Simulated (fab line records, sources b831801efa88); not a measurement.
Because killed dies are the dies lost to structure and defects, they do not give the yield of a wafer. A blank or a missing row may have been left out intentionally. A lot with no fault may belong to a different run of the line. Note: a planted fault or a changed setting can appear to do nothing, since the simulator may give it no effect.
Matching of chambers ; flow gf180mcu ; pecvd-02 running GF_V5_CVD_02: 3 sister chambers
The step deposits SiO2 from TEOS, target thk 1450 nm, time 163.28 s. 6 wafers are shown with their chamber, then 9 later ones without.

## EACH WAFER AND ITS CHAMBER
wafer;chamber;heaterPowerW (W);susceptorTempC (C)
L083.4;1;818;400.31
L084.6;1;635;400.28
L085.5;2;619;400.18
L087.1;2;512;399.96
L087.2;0;805;399.86
L087.4;0;670;399.62

## WAFERS MISSING THEIR CHAMBER
wafer;heaterPowerW (W);susceptorTempC (C)
L093.2;814;399.96
L093.3;715;400.04
L093.6;622;400.03
L094.2;553;399.77
L094.5;836;399.97
L094.6;804;400.18
L096.1;634;400.13
L096.2;771;400.05
L096.6;493;400.30

## CHAMBER TAKEN BY EACH
wafer;from the rows above;in truth
L093.2;can't be placed: 0 or 2 or 1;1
L093.3;can't be placed: 2 or 1 or 0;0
L093.6;can't be placed: 2 or 1 or 0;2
L094.2;can't be placed: 0 or 2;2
L094.5;can't be placed: 0 or 1 or 2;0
L094.6;can't be placed: 1 or 2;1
L096.1;can't be placed: 2 or 1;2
L096.2;can't be placed: 1 or 2 or 0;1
L096.6;can't be placed: 2 or 1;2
Correctly placed: 0 of 9. Cannot be placed on the basis of these rows: 9; the candidates contain the true chamber in 9. 0 placed wrongly.
How it was worked out, from the rows above alone: a wafer's distance from a chamber is the root of the sum, over the readings, of the square of ((its reading less the chamber's mean) divided by the reading's scatter). The wafer belongs to the nearest chamber; if the next one is less than 2 further off, it can't be placed. For every chamber, the mean is computed from those of its wafers that are shown. The scatter is the square root of a quotient: the sum, over the shown wafers, of each reading's squared deviation from its chamber's mean, divided by wafers minus chambers.
